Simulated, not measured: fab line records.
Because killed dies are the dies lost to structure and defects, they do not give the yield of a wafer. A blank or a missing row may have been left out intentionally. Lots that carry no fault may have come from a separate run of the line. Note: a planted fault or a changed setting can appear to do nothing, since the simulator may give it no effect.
What tool caused it? / flow gf180mcu / 14 lots with 40 wafers sampled at 5 steps, on a route of 602 steps

WHAT THE GAUGES READ, wafer by wafer
GF_STI_BOW_MEAS_00.
lot=L498; measured=day 1 10:00; on=film-metro-04; INCOMING_BOW (um)=-5 -7 3
lot=L499; measured=day 1 15:01; on=film-metro-04; INCOMING_BOW (um)=-3 4 -11
lot=L500; measured=day 1 20:00; on=film-metro-03; INCOMING_BOW (um)=3 -6 -2
lot=L501; measured=day 2 01:00; on=film-metro-04; INCOMING_BOW (um)=-5 4 4
lot=L502; measured=day 2 06:00; on=film-metro-03; INCOMING_BOW (um)=2 8 -3
lot=L503; measured=day 2 11:00; on=film-metro-02; INCOMING_BOW (um)=-2 2 -3
lot=L504; measured=day 2 16:00; on=film-metro-02; INCOMING_BOW (um)=6 -5 -1
lot=L505; measured=day 2 21:02; on=film-metro-03; INCOMING_BOW (um)=1 6 -1
lot=L507; measured=day 3 07:00; on=film-metro-04; INCOMING_BOW (um)=13 -3 -4
lot=L513; measured=day 4 13:01; on=film-metro-04; INCOMING_BOW (um)=0 2
lot=L515; measured=day 4 23:02; on=film-metro-04; INCOMING_BOW (um)=4 7
lot=L518; measured=day 5 14:00; on=film-metro-03; INCOMING_BOW (um)=-6 6 -1
lot=L519; measured=day 5 19:01; on=film-metro-03; INCOMING_BOW (um)=2 11 -13
lot=L521; measured=day 6 05:00; on=film-metro-02; INCOMING_BOW (um)=6 6 -2

GF_NWELL_OVL_MEAS_07.
lot=L498; measured=day 3 03:56; on=overlay-02; NWELL_OVL (nm)=-1.3 -0.4 0.3
lot=L499; measured=day 3 19:14; on=overlay-02; NWELL_OVL (nm)=-0.2 1.7 0.2
lot=L500; measured=day 4 05:29; on=overlay-02; NWELL_OVL (nm)=2.9 3.0 2.9
lot=L501; measured=day 4 05:50; on=overlay-01; NWELL_OVL (nm)=0.3 1.0 0.3
lot=L502; measured=day 4 13:38; on=overlay-02; NWELL_OVL (nm)=1.5 1.6 0.3
lot=L503; measured=day 4 20:38; on=overlay-02; NWELL_OVL (nm)=2.3 2.6 1.1
lot=L504; measured=day 4 23:08; on=overlay-01; NWELL_OVL (nm)=-1.9 -1.6 -0.1
lot=L505; measured=day 5 00:26; on=overlay-02; NWELL_OVL (nm)=1.2 3.1 0.9
lot=L507; measured=day 5 08:05; on=overlay-02; NWELL_OVL (nm)=1.6 1.4 1.3
lot=L513; measured=day 6 18:50; on=overlay-02; NWELL_OVL (nm)=0.3 -0.4
lot=L515; measured=day 7 03:11; on=overlay-02; NWELL_OVL (nm)=2.0 2.0
lot=L518; measured=day 7 21:29; on=overlay-02; NWELL_OVL (nm)=0.5 1.4 1.9
lot=L519; measured=day 8 02:50; on=overlay-01; NWELL_OVL (nm)=1.3 -1.9 1.4
lot=L521; measured=day 8 14:26; on=overlay-02; NWELL_OVL (nm)=1.0 1.9 2.2

GF_LVPWELL_OVL_MEAS_07.
lot=L498; measured=day 3 16:14; on=overlay-02; LVPWELL_OVL (nm)=1.2 -0.8 0.5
lot=L499; measured=day 4 08:32; on=overlay-02; LVPWELL_OVL (nm)=-1.6 0.3 -0.2
lot=L500; measured=day 4 19:17; on=overlay-02; LVPWELL_OVL (nm)=4.1 1.9 0.6
lot=L501; measured=day 4 19:26; on=overlay-01; LVPWELL_OVL (nm)=-2.2 -1.4 -1.4
lot=L502; measured=day 5 03:32; on=overlay-02; LVPWELL_OVL (nm)=-0.9 1.1 -0.3
lot=L503; measured=day 5 11:11; on=overlay-02; LVPWELL_OVL (nm)=0.6 -1.0 1.1
lot=L504; measured=day 5 13:53; on=overlay-01; LVPWELL_OVL (nm)=-2.8 -3.4 -4.5
lot=L505; measured=day 5 14:14; on=overlay-02; LVPWELL_OVL (nm)=1.0 0.5 -1.3
lot=L507; measured=day 5 22:11; on=overlay-01; LVPWELL_OVL (nm)=-0.8 0.6 -2.9
lot=L513; measured=day 7 11:02; on=overlay-01; LVPWELL_OVL (nm)=-1.5 -
lot=L515; measured=day 7 19:47; on=overlay-01; LVPWELL_OVL (nm)=- -1.9
lot=L518; measured=day 8 14:38; on=overlay-02; LVPWELL_OVL (nm)=-2.5 -2.0 -0.6
lot=L519; measured=day 8 20:20; on=overlay-02; LVPWELL_OVL (nm)=0.2 1.2 0.5
lot=L521; measured=day 9 08:11; on=overlay-02; LVPWELL_OVL (nm)=-0.5 0.0 -1.0

GF_CONTACT_CD_MEAS_14: the cd target is 220 nm.
lot=L498; measured=day 15 13:26; on=cd-sem-01; cd-nm (nm)=217.8 217.9 219.7
lot=L499; measured=day 16 20:03; on=cd-sem-01; cd-nm (nm)=222.1 221.6 221.1
lot=L500; measured=day 17 11:32; on=cd-sem-02; cd-nm (nm)=219.4 219.9 221.5
lot=L501; measured=day 17 13:26; on=cd-sem-02; cd-nm (nm)=221.9 222.2 220.2
lot=L502; measured=day 18 04:00; on=cd-sem-02; cd-nm (nm)=223.7 223.3 222.1
lot=L503; measured=day 18 16:07; on=cd-sem-01; cd-nm (nm)=220.6 220.1 219.6
lot=L504; measured=day 18 23:14; on=cd-sem-02; cd-nm (nm)=218.0 218.9 217.5
lot=L505; measured=day 18 22:07; on=cd-sem-01; cd-nm (nm)=222.2 222.1 221.9
lot=L507; measured=day 19 15:53; on=cd-sem-01; cd-nm (nm)=220.6 219.3 220.2
lot=L513; measured=day 22 03:11; on=cd-sem-02; cd-nm (nm)=217.9 219.4
lot=L515; measured=day 22 10:58; on=cd-sem-02; cd-nm (nm)=220.6 221.6
lot=L518; measured=day 23 10:14; on=cd-sem-02; cd-nm (nm)=220.4 220.1 219.4
lot=L519; measured=day 23 21:51; on=cd-sem-01; cd-nm (nm)=222.5 221.6 220.8
lot=L521; measured=day 24 05:41; on=cd-sem-01; cd-nm (nm)=217.7 220.6 218.7

WHICH TOOL RAN EACH LOT (tool, then ch and the chambers of the sampled wafers, then the start)
lot=L498; GF_LVPWELL_DEVELOP_06=litho-track-04 ch 0, day 3 16:00
lot=L499; GF_LVPWELL_DEVELOP_06=litho-track-03 ch 0, day 4 08:00
lot=L500; GF_LVPWELL_DEVELOP_06=litho-track-04 ch 0, day 4 19:00
lot=L501; GF_LVPWELL_DEVELOP_06=litho-track-03 ch 0, day 4 19:00
lot=L502; GF_LVPWELL_DEVELOP_06=litho-track-01 ch 0, day 5 03:00
lot=L503; GF_LVPWELL_DEVELOP_06=litho-track-04 ch 0, day 5 11:00
lot=L504; GF_LVPWELL_DEVELOP_06=litho-track-03 ch 0, day 5 13:00
lot=L505; GF_LVPWELL_DEVELOP_06=litho-track-03 ch 0, day 5 14:00
lot=L507; GF_LVPWELL_DEVELOP_06=litho-track-04 ch 0, day 5 22:00
lot=L513; GF_LVPWELL_DEVELOP_06=litho-track-03 ch 0, day 7 10:00
lot=L515; GF_LVPWELL_DEVELOP_06=litho-track-03 ch 0, day 7 19:00
lot=L518; GF_LVPWELL_DEVELOP_06=litho-track-04 ch 0, day 8 14:00
lot=L519; GF_LVPWELL_DEVELOP_06=litho-track-04 ch 0, day 8 20:00
lot=L521; GF_LVPWELL_DEVELOP_06=litho-track-04 ch 0, day 9 08:00
- GF_LVPWELL_DEVELOP_06: develop time 60 s.

WHAT THE TOOLS THEMSELVES READ (means of the sampled wafers that have a number; where no wafer has one, the mark that the record gives instead)
The record holds no such reading with a usual standard deviation.

THE ANSWER, worked out from the rows above alone
Rule: the lots themselves supply what counts as usual. Put in order of their means at a reading, lots are off if they are a third of the lots or fewer, leave a main group of 4 or more, and stand apart from it by a gap of 3 or more times the standard deviation of the main group's means; of several such gaps the widest counts. If all means in a main group match to the digits the tables above print for the reading, that group is not used. A lot without any number at a reading at which 4 lots or more have one is off too. Where the step has rows for the other lots, those lots are counted as sound. First the gauges in route order, then the tools' own readings, where a lot's mean is used as printed above. At the first step where some lot is off, the reading lying furthest off is the one used; lots without a number count as furthest.
No lot is off on any of the readings shown, so nothing can be concluded from this.

WHAT THE SIMULATOR HAD INSERTED
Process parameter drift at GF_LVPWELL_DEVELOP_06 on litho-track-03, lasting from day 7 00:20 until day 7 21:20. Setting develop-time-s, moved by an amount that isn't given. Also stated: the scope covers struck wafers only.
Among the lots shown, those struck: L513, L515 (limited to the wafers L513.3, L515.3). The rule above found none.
